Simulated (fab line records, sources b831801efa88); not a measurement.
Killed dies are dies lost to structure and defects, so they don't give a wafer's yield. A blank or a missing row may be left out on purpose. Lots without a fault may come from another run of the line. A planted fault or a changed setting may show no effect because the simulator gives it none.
Which tool did it? | flow sky130 | 13 lots, 39 wafers sampled, at 2 steps of a route of 708

WHAT THE GAUGES READ, wafer by wafer
SKY_NWELL_RS_MEAS_31: measures by four-point-probe. Usual: PWDE_RS 5286 ohm/sq, standard deviation 17.
lot  | measured     | on            | PWDE_RS (ohm/sq) | flag
L781 | day 5 16:14  | film_metro-04 | 5280 5292 5291   |
L782 | day 5 22:57  | film_metro-03 | 5311 5319 5317   |
L783 | day 6 03:32  | film_metro-04 | 5311 5314 5298   |
L784 | day 6 11:05  | film_metro-03 | 5275 5282 5284   |
L785 | day 6 16:38  | film_metro-03 | 5256 5272 5276   |
L786 | day 6 20:40  | film_metro-03 | 5250 5261 5270   |
L789 | day 8 02:22  | film_metro-03 | 5276 5291 5275   |
L794 | day 9 03:00  | film_metro-03 | 5305 5295 5305   |
L795 | day 9 04:00  | film_metro-03 | 5252 5250 5246   |
L796 | day 9 12:35  | film_metro-03 | 5298 5288 5282   |
L797 | day 9 15:05  | film_metro-04 | 5284 5289 5285   |
L799 | day 10 01:52 | film_metro-01 | 5308 5301 5298   |
L802 | day 10 22:16 | film_metro-03 | 5297 5303 5308   |

SKY_VT_ADJUST_LVTN_TW_MEAS_10. Usual: VT_ADJUST_LVTN_TW 242.7, standard deviation 1.7.
lot  | measured     | on            | VT_ADJUST_LVTN_TW | flag
L781 | day 7 06:01  | film_metro-04 | 243.7 241.6 242.6 |
L782 | day 7 14:27  | film_metro-04 | 242.8 241.7 242.3 |
L783 | day 7 19:04  | film_metro-04 | 242.1 242.0 244.0 |
L784 | day 8 03:05  | film_metro-04 | 244.5 244.7 243.9 |
L785 | day 8 10:16  | film_metro-02 | 241.4 242.4 242.8 |
L786 | day 8 13:43  | film_metro-03 | 240.7 240.0 238.4 |
L789 | day 9 21:38  | film_metro-02 | 243.6 243.4 243.9 |
L794 | day 11 01:49 | film_metro-03 | 242.0 242.9 240.4 |
L795 | day 11 01:58 | film_metro-02 | 242.2 242.3 242.3 |
L796 | day 11 10:32 | film_metro-04 | 247.2 244.1 245.1 |
L797 | day 11 15:06 | film_metro-04 | 244.4 244.5 245.3 |
L799 | day 12 01:31 | film_metro-02 | 243.0 241.8 240.2 |
L802 | day 13 00:33 | film_metro-03 | 240.9 240.1 241.2 |

WHICH TOOL RAN EACH LOT (tool, then ch and the chambers of the sampled wafers, then the start)
The record holds no process step before these readings.

WHAT THE TOOLS THEMSELVES READ (means of the sampled wafers that have a number; where no wafer has one, the mark that the record gives instead)
The record holds no such reading with a usual standard deviation.

THE ANSWER, worked out from the rows above alone
Rule: a lot is off if the mean of its wafers that have a number lies more than 3 standard deviations from the usual mean. A lot without any number at a reading at which 4 lots or more have one is off too. The other lots that the step has rows for count as sound. The gauges are gone through in route order, then the tools' own readings, and for those a lot's mean is taken as printed above. The first step at which some lot is off is used, and at that step the reading that is off furthest; a lot without a number counts as furthest.
No lot is off at any reading shown: from this, nothing can be told.

WHAT THE SIMULATOR HAD PUT IN
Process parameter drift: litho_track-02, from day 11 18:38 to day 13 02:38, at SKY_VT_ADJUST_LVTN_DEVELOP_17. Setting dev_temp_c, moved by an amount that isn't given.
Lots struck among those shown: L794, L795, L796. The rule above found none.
